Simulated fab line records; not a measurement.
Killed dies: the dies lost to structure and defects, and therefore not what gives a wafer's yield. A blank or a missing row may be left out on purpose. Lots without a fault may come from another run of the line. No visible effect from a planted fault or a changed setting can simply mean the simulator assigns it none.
Chamber matching :: flow sky130 :: SKY_SPACER_ETCHBACK_02 on rie diel-03: 4 sister chambers
The step etches Si3N4 in CH3F/O2, stops on SiO2, time 46.7 s, target depth 45 nm. 20 wafers are shown with their chamber, then 10 later ones without.

== EACH WAFER AND ITS CHAMBER ==
wafer: L076.2
chamber: 3
drypump motor current A (A): 6.3
throttle valve pct (%): 10.539
oes product au (a.u.): 0.831

wafer: L076.4
chamber: 3
drypump motor current A (A): 6.3
throttle valve pct (%): 10.561
oes product au (a.u.): 0.844

wafer: L076.5
chamber: 0
drypump motor current A (A): 5.3
throttle valve pct (%): 10.555
oes product au (a.u.): 0.839

wafer: L078.2
chamber: 0
drypump motor current A (A): 5.2
throttle valve pct (%): 10.565
oes product au (a.u.): 0.861

wafer: L078.4
chamber: 3
drypump motor current A (A): 6.3
throttle valve pct (%): 10.567
oes product au (a.u.): 0.866

wafer: L078.6
chamber: 1
drypump motor current A (A): 6.4
throttle valve pct (%): 10.552
oes product au (a.u.): 0.877

wafer: L079.1
chamber: 3
drypump motor current A (A): 6.3
throttle valve pct (%): 10.556
oes product au (a.u.): 0.862

wafer: L079.2
chamber: 0
drypump motor current A (A): 5.3
throttle valve pct (%): 10.569
oes product au (a.u.): 0.853

wafer: L079.3
chamber: 1
drypump motor current A (A): 6.4
throttle valve pct (%): 10.554
oes product au (a.u.): 0.868

wafer: L082.1
chamber: 0
drypump motor current A (A): 5.2
throttle valve pct (%): 10.561
oes product au (a.u.): 0.861

wafer: L082.4
chamber: 0
drypump motor current A (A): 5.3
throttle valve pct (%): 10.560
oes product au (a.u.): 0.858

wafer: L082.5
chamber: 1
drypump motor current A (A): 6.5
throttle valve pct (%): 10.574
oes product au (a.u.): 0.859

wafer: L088.2
chamber: 2
drypump motor current A (A): 4.9
throttle valve pct (%): 10.559
oes product au (a.u.): 0.853

wafer: L088.4
chamber: 1
drypump motor current A (A): 6.5
throttle valve pct (%): 10.555
oes product au (a.u.): 0.850

wafer: L088.5
chamber: 1
drypump motor current A (A): 6.4
throttle valve pct (%): 10.566
oes product au (a.u.): 0.849

wafer: L089.3
chamber: 3
drypump motor current A (A): 6.3
throttle valve pct (%): 10.540
oes product au (a.u.): 0.848

wafer: L089.4
chamber: 1
drypump motor current A (A): 6.5
throttle valve pct (%): 10.545
oes product au (a.u.): 0.856

wafer: L089.5
chamber: 1
drypump motor current A (A): 6.5
throttle valve pct (%): 10.563
oes product au (a.u.): 0.855

wafer: L091.3
chamber: 2
drypump motor current A (A): 5.0
throttle valve pct (%): 10.572
oes product au (a.u.): 0.868

wafer: L091.4
chamber: 3
drypump motor current A (A): 6.3
throttle valve pct (%): 10.569
oes product au (a.u.): 0.860

SIGNATURES, as means of the wafers listed above
reading: drypump motor current A
chamber 0: 5.260
chamber 1: 6.457
chamber 2: 4.950
chamber 3: 6.300
scatter within a chamber: 0.0462

reading: throttle valve pct
chamber 0: 10.56200
chamber 1: 10.55843
chamber 2: 10.56550
chamber 3: 10.55533
scatter within a chamber: 0.0101

reading: oes product au
chamber 0: 0.85440
chamber 1: 0.85914
chamber 2: 0.86050
chamber 3: 0.85183
scatter within a chamber: 0.011
Rule: a wafer's distance from a chamber is the root of the sum, over the readings, of the square of ((its reading less the chamber's mean) divided by the reading's scatter). The wafer belongs to the nearest chamber; if the next one is less than 2 further off, it can't be placed. The scatter is the square root of a quotient: the sum, over the shown wafers, of each reading's squared deviation from its chamber's mean, divided by wafers minus chambers.

== WAFERS MISSING THEIR CHAMBER ==
wafer: L091.5
drypump motor current A (A): 6.3
throttle valve pct (%): 10.553
oes product au (a.u.): 0.863

wafer: L090.1
drypump motor current A (A): 6.5
throttle valve pct (%): 10.567
oes product au (a.u.): 0.841

wafer: L090.3
drypump motor current A (A): 4.9
throttle valve pct (%): 10.556
oes product au (a.u.): 0.846

wafer: L090.4
drypump motor current A (A): 6.3
throttle valve pct (%): 10.567
oes product au (a.u.): 0.857

wafer: L097.1
drypump motor current A (A): 4.9
throttle valve pct (%): 10.566
oes product au (a.u.): 0.846

wafer: L097.3
drypump motor current A (A): 5.3
throttle valve pct (%): 10.563
oes product au (a.u.): 0.849

wafer: L097.4
drypump motor current A (A): 6.4
throttle valve pct (%): 10.558
oes product au (a.u.): 0.846

wafer: L096.1
drypump motor current A (A): 5.3
throttle valve pct (%): 10.574
oes product au (a.u.): 0.851

wafer: L096.2
drypump motor current A (A): 6.4
throttle valve pct (%): 10.562
oes product au (a.u.): 0.845

wafer: L096.4
drypump motor current A (A): 4.9
throttle valve pct (%): 10.562
oes product au (a.u.): 0.853

== CHAMBER TAKEN BY EACH ==
wafer: L091.5
from the rows above: 3
in truth: 3

wafer: L090.1
from the rows above: 1
in truth: 1

wafer: L090.3
from the rows above: 2
in truth: 2

wafer: L090.4
from the rows above: 3
in truth: 3

wafer: L097.1
from the rows above: 2
in truth: 2

wafer: L097.3
from the rows above: 0
in truth: 0

wafer: L097.4
from the rows above: can't be placed: 1 or 3
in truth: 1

wafer: L096.1
from the rows above: 0
in truth: 0

wafer: L096.2
from the rows above: can't be placed: 1 or 3
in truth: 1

wafer: L096.4
from the rows above: 2
in truth: 2
Correctly placed: 8 of 10. Can't be placed from these rows: 2 (the true chamber is among the candidates in 2). Number placed wrongly: 0.
